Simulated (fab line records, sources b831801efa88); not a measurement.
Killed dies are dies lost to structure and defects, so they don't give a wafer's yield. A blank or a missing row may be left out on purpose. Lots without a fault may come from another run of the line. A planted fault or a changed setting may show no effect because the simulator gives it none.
Which tool did it? | flow sky130 | 14 lots, 42 wafers sampled, at 4 steps of a route of 708

WHAT THE GAUGES READ, wafer by wafer
The record holds no reading of a measuring or inspecting step that can be judged against a usual standard deviation.

WHICH TOOL RAN EACH LOT (tool, then ch and the chambers of the sampled wafers, then the start)
lot  | SKY_METAL1_ETCH_18                | SKY_METAL1_METAL_ETCH_19          | SKY_VIA1_CMP_02               | SKY_VIA1_STRIP_16
L774 | rie_metal-02 ch 0,1, day 32 17:08 | rie_metal-02 ch 0,1, day 32 17:13 | cmp-02 ch 1,2, day 32 18:05   | plasma_asher-04 ch 0,1, day 33 21:49
L775 | rie_metal-01 ch 0,1, day 33 06:34 | rie_metal-01 ch 0,1, day 33 06:37 | cmp-02 ch 0,2,3, day 33 07:31 | plasma_asher-02 ch 0,1, day 34 10:29
L776 | rie_metal-02 ch 0,1, day 33 08:45 | rie_metal-02 ch 0,1, day 33 08:49 | cmp-02 ch 0,3, day 33 09:40   | plasma_asher-01 ch 1, day 34 12:30
L777 | rie_metal-04 ch 0,1, day 33 20:43 | rie_metal-04 ch 0,1, day 33 20:46 | cmp-02 ch 1,3, day 33 21:40   | plasma_asher-02 ch 0,1, day 35 00:11
L778 | rie_metal-04 ch 0,1, day 33 23:24 | rie_metal-04 ch 0,1, day 33 23:28 | cmp-01 ch 0,1,2, day 34 00:33 | plasma_asher-02 ch 0,1, day 35 03:44
L779 | rie_metal-02 ch 0,1, day 35 02:42 | rie_metal-02 ch 0,1, day 35 02:46 | cmp-02 ch 1,2, day 35 03:47   | plasma_asher-01 ch 0,1, day 36 05:20
L782 | rie_metal-02 ch 0,1, day 35 11:17 | rie_metal-02 ch 0,1, day 35 11:21 | cmp-02 ch 2,3, day 35 12:13   | plasma_asher-01 ch 0,1, day 36 15:19
L785 | rie_metal-04 ch 0,1, day 37 08:21 | rie_metal-04 ch 0,1, day 37 08:25 | cmp-02 ch 0,2,3, day 37 09:18 | plasma_asher-04 ch 0,1, day 38 11:19
L787 | rie_metal-01 ch 0,1, day 37 11:10 | rie_metal-01 ch 0,1, day 37 11:13 | cmp-02 ch 0,1,3, day 37 12:05 | plasma_asher-02 ch 0,1, day 38 14:01
L792 | rie_metal-04 ch 0,1, day 38 14:25 | rie_metal-04 ch 0,1, day 38 14:29 | cmp-01 ch 0,3, day 38 15:26   | plasma_asher-04 ch 0,1, day 39 16:27
L793 | rie_metal-02 ch 0,1, day 38 19:31 | rie_metal-02 ch 0,1, day 38 19:35 | cmp-02 ch 0,1,3, day 38 20:32 | plasma_asher-01 ch 0,1, day 39 22:02
L796 | rie_metal-02 ch 0,1, day 39 21:55 | rie_metal-02 ch 0,1, day 39 21:59 | cmp-01 ch 1,3, day 39 22:59   | plasma_asher-02 ch 0,1, day 40 23:35
L795 | rie_metal-01 ch 0,1, day 39 22:16 | rie_metal-01 ch 0,1, day 39 22:20 | cmp-02 ch 0,1,2, day 39 23:15 | plasma_asher-04 ch 0,1, day 40 23:56
L797 | rie_metal-04 ch 0,1, day 40 00:52 | rie_metal-04 ch 0,1, day 40 00:55 | cmp-02 ch 0,2,3, day 40 01:47 | plasma_asher-02 ch 0,1, day 41 03:07
- SKY_METAL1_ETCH_18: etches BARC in N2/H2, stops on SiO2, time 45.9 s, target depth 60 nm.
- SKY_METAL1_METAL_ETCH_19: etches the open film in Cl2/BCl3, stops on SiO2, target depth 360 nm, time 78 s.
- SKY_VIA1_CMP_02: polishes SiO2.
- SKY_VIA1_STRIP_16: strips in O2/N2.

WHAT THE TOOLS THEMSELVES READ (means of the sampled wafers that have a number; where no wafer has one, the mark that the record gives instead)
SKY_METAL1_ETCH_18. Usual: drypump_motor_current_A 6.0 A, standard deviation 0.45; oes_product_au 0.854 a.u., standard deviation 0.0048; throttle_valve_pct 13.224 %, standard deviation 0.01.
lot  | tool         | drypump_motor_current_A (A) | oes_product_au (a.u.) | throttle_valve_pct (%) | flag
L774 | rie_metal-02 | 5.7                         | 0.849                 | 13.229                 |
L775 | rie_metal-01 | 5.8                         | 0.855                 | 13.222                 |
L776 | rie_metal-02 | 5.9                         | 0.852                 | 13.215                 |
L777 | rie_metal-04 | 6.2                         | 0.851                 | 13.217                 |
L778 | rie_metal-04 | 6.2                         | 0.852                 | 13.226                 |
L779 | rie_metal-02 | 5.7                         | 0.850                 | 13.229                 |
L782 | rie_metal-02 | 5.7                         | 0.851                 | 13.225                 |
L785 | rie_metal-04 | 6.2                         | 0.857                 | 13.223                 |
L787 | rie_metal-01 | 6.3                         | 0.860                 | 13.214                 |
L792 | rie_metal-04 | 6.1                         | 0.855                 | 13.219                 |
L793 | rie_metal-02 | 6.0                         | 0.850                 | 13.233                 |
L796 | rie_metal-02 | 6.0                         | 0.851                 | 13.226                 |
L795 | rie_metal-01 | 5.8                         | 0.852                 | 13.222                 |
L797 | rie_metal-04 | 6.1                         | 0.859                 | 13.231                 |

SKY_METAL1_METAL_ETCH_19. Usual: drypump_motor_current_A 6.0 A, standard deviation 0.45; oes_product_au 0.854 a.u., standard deviation 0.0055; throttle_valve_pct 22.265 %, standard deviation 0.0093.
lot  | tool         | drypump_motor_current_A (A) | oes_product_au (a.u.) | throttle_valve_pct (%) | flag
L774 | rie_metal-02 | 5.7                         | 0.849                 | 22.261                 |
L775 | rie_metal-01 | 5.8                         | 0.856                 | 22.269                 |
L776 | rie_metal-02 | 5.9                         | 0.853                 | 22.265                 |
L777 | rie_metal-04 | 6.2                         | 0.860                 | 22.268                 |
L778 | rie_metal-04 | 6.1                         | 0.861                 | 22.273                 |
L779 | rie_metal-02 | 5.7                         | 0.847                 | 22.266                 |
L782 | rie_metal-02 | 5.7                         | 0.854                 | 22.264                 |
L785 | rie_metal-04 | 6.2                         | 0.853                 | 22.260                 |
L787 | rie_metal-01 | 6.3                         | 0.853                 | 22.272                 |
L792 | rie_metal-04 | 6.1                         | 0.862                 | 22.274                 |
L793 | rie_metal-02 | 5.9                         | 0.857                 | 22.264                 |
L796 | rie_metal-02 | 5.9                         | 0.853                 | 22.265                 |
L795 | rie_metal-01 | 5.8                         | 0.852                 | 22.262                 |
L797 | rie_metal-04 | 6.2                         | 0.851                 | 22.271                 |

SKY_VIA1_CMP_02. Usual: motor_current_A 12.5 A, standard deviation 0.73.
lot  | tool   | motor_current_A (A) | flag
L774 | cmp-02 | 12.4                |
L775 | cmp-02 | 12.8                |
L776 | cmp-02 | 12.5                |
L777 | cmp-02 | 12.5                |
L778 | cmp-01 | 12.9                |
L779 | cmp-02 | 12.5                |
L782 | cmp-02 | 13.0                |
L785 | cmp-02 | 12.5                |
L787 | cmp-02 | 12.2                |
L792 | cmp-01 | 12.5                |
L793 | cmp-02 | 12.4                |
L796 | cmp-01 | 13.3                |
L795 | cmp-02 | 11.9                |
L797 | cmp-02 | 12.5                |

SKY_VIA1_STRIP_16. Usual: chamber_pressure_mTorr 1500.1 mTorr, standard deviation 1.4; drypump_motor_current_A 5.75 A, standard deviation 0.25; oes_product_au 0.416 a.u., standard deviation 0.0045; strip_time_to_endpoint_s 4.462 s, standard deviation 0.025.
lot  | tool            | chamber_pressure_mTorr (mTorr) | drypump_motor_current_A (A) | oes_product_au (a.u.) | strip_time_to_endpoint_s (s) | flag
L774 | plasma_asher-04 | 1499.7                         | 6.09                        | 0.415                 | 4.500                        |
L775 | plasma_asher-02 | 1500.2                         | 5.58                        | 0.423                 | 4.496                        |
L776 | plasma_asher-01 | 1500.6                         | 5.85                        | 0.416                 | 4.457                        |
L777 | plasma_asher-02 | 1500.4                         | 5.59                        | 0.418                 | 4.449                        |
L778 | plasma_asher-02 | 1500.0                         | 5.53                        | 0.416                 | 4.475                        |
L779 | plasma_asher-01 | 1500.4                         | 5.76                        | 0.420                 | 4.440                        |
L782 | plasma_asher-01 | 1500.3                         | 5.78                        | 0.416                 | 4.511                        |
L785 | plasma_asher-04 | -                              | -                           | -                     | -                            | OFF
L787 | plasma_asher-02 | -                              | -                           | -                     | -                            | OFF
L792 | plasma_asher-04 | 1499.2                         | 6.07                        | 0.415                 | 4.465                        |
L793 | plasma_asher-01 | 1500.4                         | 5.76                        | 0.416                 | 4.450                        |
L796 | plasma_asher-02 | 1499.8                         | 5.58                        | 0.419                 | 4.472                        |
L795 | plasma_asher-04 | 1499.9                         | 5.94                        | 0.415                 | 4.452                        |
L797 | plasma_asher-02 | 1498.5                         | 5.52                        | 0.420                 | 4.449                        |

THE ANSWER, worked out from the rows above alone
Rule: a lot is off if the mean of its wafers that have a number lies more than 3 standard deviations from the usual mean. A lot without any number at a reading at which 4 lots or more have one is off too. The other lots that the step has rows for count as sound. The gauges are gone through in route order, then the tools' own readings, and for those a lot's mean is taken as printed above. The first step at which some lot is off is used, and at that step the reading that is off furthest; a lot without a number counts as furthest.
Off: L785, L787, at SKY_VIA1_STRIP_16 (chamber_pressure_mTorr). Without a number there: L785, L787.
A tool fits if, at that step or a process step before it, it ran every lot that is off, and no sound lot after the first of them. None of those tried fits.

WHAT THE SIMULATOR HAD PUT IN
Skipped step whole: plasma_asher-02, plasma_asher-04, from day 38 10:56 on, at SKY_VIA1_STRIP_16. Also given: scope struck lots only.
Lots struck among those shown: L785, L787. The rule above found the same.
